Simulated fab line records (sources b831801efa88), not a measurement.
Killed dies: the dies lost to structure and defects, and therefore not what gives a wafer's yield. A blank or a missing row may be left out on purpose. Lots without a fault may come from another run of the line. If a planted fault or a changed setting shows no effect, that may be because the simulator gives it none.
Which tool is to blame? -- flow sky130 -- 14 lots, 40 wafers sampled, at 3 steps of a route of 708

## WHAT THE GAUGES SHOWED, per wafer
SKY_FIELD_ISO_THK_MEAS_02.
lot,measured,on,FIELD_ISO_OXIDATION_00_THK (nm)
L866,day 1 12:05,filmMetro-01,11.74 11.90 11.97
L867,day 1 16:38,filmMetro-04,12.06 11.91 11.94
L869,day 2 04:19,filmMetro-04,11.93 11.95 11.83
L870,day 2 09:15,filmMetro-03,12.21 12.14 12.03
L872,day 2 18:42,filmMetro-03,11.98 11.96 11.94
L874,day 3 03:39,filmMetro-04,11.77 11.89 11.85
L875,day 3 09:22,filmMetro-04,11.74 11.74 11.56
L876,day 3 13:46,filmMetro-01,12.35 12.11 12.48
L877,day 3 19:20,filmMetro-03,11.94 12.06 12.22
L878,day 4 03:31,filmMetro-01,12.13 11.96 11.79
L879,day 4 10:38,filmMetro-01,12.36 12.09 12.33
L882,day 4 22:15,filmMetro-01,12.71 12.51 12.29
L883,day 5 01:32,filmMetro-03,11.59 11.66
L885,day 5 10:40,filmMetro-03,12.23 12.07

SKY_VT_ADJUST_PCH_TW_MEAS_10.
lot,measured,on,VT_ADJUST_PCH_TW
L866,day 10 02:20,filmMetro-02,142.6 143.1 142.7
L867,day 10 10:19,filmMetro-04,145.3 144.1 144.6
L869,day 11 01:43,filmMetro-01,139.4 139.6 139.6
L870,day 11 09:38,filmMetro-01,139.4 139.5 138.9
L872,day 12 14:13,filmMetro-01,140.7 139.4 140.3
L874,day 14 06:33,filmMetro-04,144.3 144.8 144.4
L875,day 14 06:23,filmMetro-01,139.8 140.4 139.6
L876,day 14 06:58,filmMetro-02,142.7 142.4 142.3
L877,day 14 07:43,filmMetro-01,140.0 139.7 139.8
L878,day 14 09:19,filmMetro-02,143.4 143.1 141.9
L879,day 15 02:46,filmMetro-02,142.0 142.4 141.6
L882,day 15 15:50,filmMetro-02,142.2 142.0 141.6
L883,day 16 00:13,filmMetro-02,143.0 143.4
L885,day 16 08:49,filmMetro-04,144.4 144.6

## WHAT TOOL EACH LOT RAN ON (gives the tool, then ch and the chambers of the sampled wafers, and finally the start)
lot,SKY_NWELL_RTA_28
L866,"rtpAnneal-02 ch 0, day 5 03:02"
L867,"rtpAnneal-01 ch 0, day 5 08:55"
L869,"rtpAnneal-01 ch 0, day 5 23:49"
L870,"rtpAnneal-01 ch 0, day 6 05:51"
L872,"rtpAnneal-02 ch 0, day 7 03:02"
L874,"rtpAnneal-01 ch 0, day 8 02:13"
L875,"rtpAnneal-02 ch 0, day 8 01:55"
L876,"rtpAnneal-02 ch 0, day 8 04:42"
L877,"rtpAnneal-01 ch 0, day 8 09:18"
L878,"rtpAnneal-02 ch 0, day 8 12:36"
L879,"rtpAnneal-01 ch 0, day 8 23:49"
L882,"rtpAnneal-02 ch 0, day 9 11:41"
L883,"rtpAnneal-02 ch 0, day 9 15:56"
L885,"rtpAnneal-02 ch 0, day 10 01:43"
- SKY_NWELL_RTA_28: time 30 s.

## AS READ BY THE TOOLS THEMSELVES (means over the sampled wafers that have a number; for cases with no such wafer, the mark the record gives instead)
SKY_NWELL_RTA_28.
lot,tool,chamberO2Ppm,lampPowerPct (%),wafer_temp_C_max
L866,rtpAnneal-02,1.992,25.30,1054.5
L867,rtpAnneal-01,1.986,25.33,1054.9
L869,rtpAnneal-01,2.013,25.29,1054.5
L870,rtpAnneal-01,2.015,25.28,1055.1
L872,rtpAnneal-02,2.000,25.29,1054.9
L874,rtpAnneal-01,1.993,25.31,1054.9
L875,rtpAnneal-02,1.978,25.29,1055.7
L876,rtpAnneal-02,2.004,25.36,1054.8
L877,rtpAnneal-01,2.033,25.29,1055.2
L878,rtpAnneal-02,2.052,25.32,1053.8
L879,rtpAnneal-01,2.002,25.33,1054.2
L882,rtpAnneal-02,1.986,25.28,1054.5
L883,rtpAnneal-02,2.007,25.29,1055.3
L885,rtpAnneal-02,1.986,25.29,1055.2

## THE ANSWER, worked out from the rows above alone
Rule: the usual values come from the lots themselves. The widest of any qualifying gaps counts: lots, ordered by their means at a reading, are off when they make up no more than a third of the lots, leave a main group of 4 or more, and stand apart from it by 3 or more times the standard deviation of that group's means. A main group whose means are all the same, to the digits that the tables above print for the reading, isn't used. A lot without any number at a reading at which 4 lots or more have one is off too. All remaining lots with rows at the step are treated as sound. The gauges are gone through in route order, then the tools' own readings, and for those a lot's mean is taken as printed above. The first step at which some lot is off is used, and at that step the reading that is off furthest; a lot without a number counts as furthest.
No lot is off at any reading shown: from this, nothing can be told.

## WHAT THE SIMULATOR HAD INSERTED
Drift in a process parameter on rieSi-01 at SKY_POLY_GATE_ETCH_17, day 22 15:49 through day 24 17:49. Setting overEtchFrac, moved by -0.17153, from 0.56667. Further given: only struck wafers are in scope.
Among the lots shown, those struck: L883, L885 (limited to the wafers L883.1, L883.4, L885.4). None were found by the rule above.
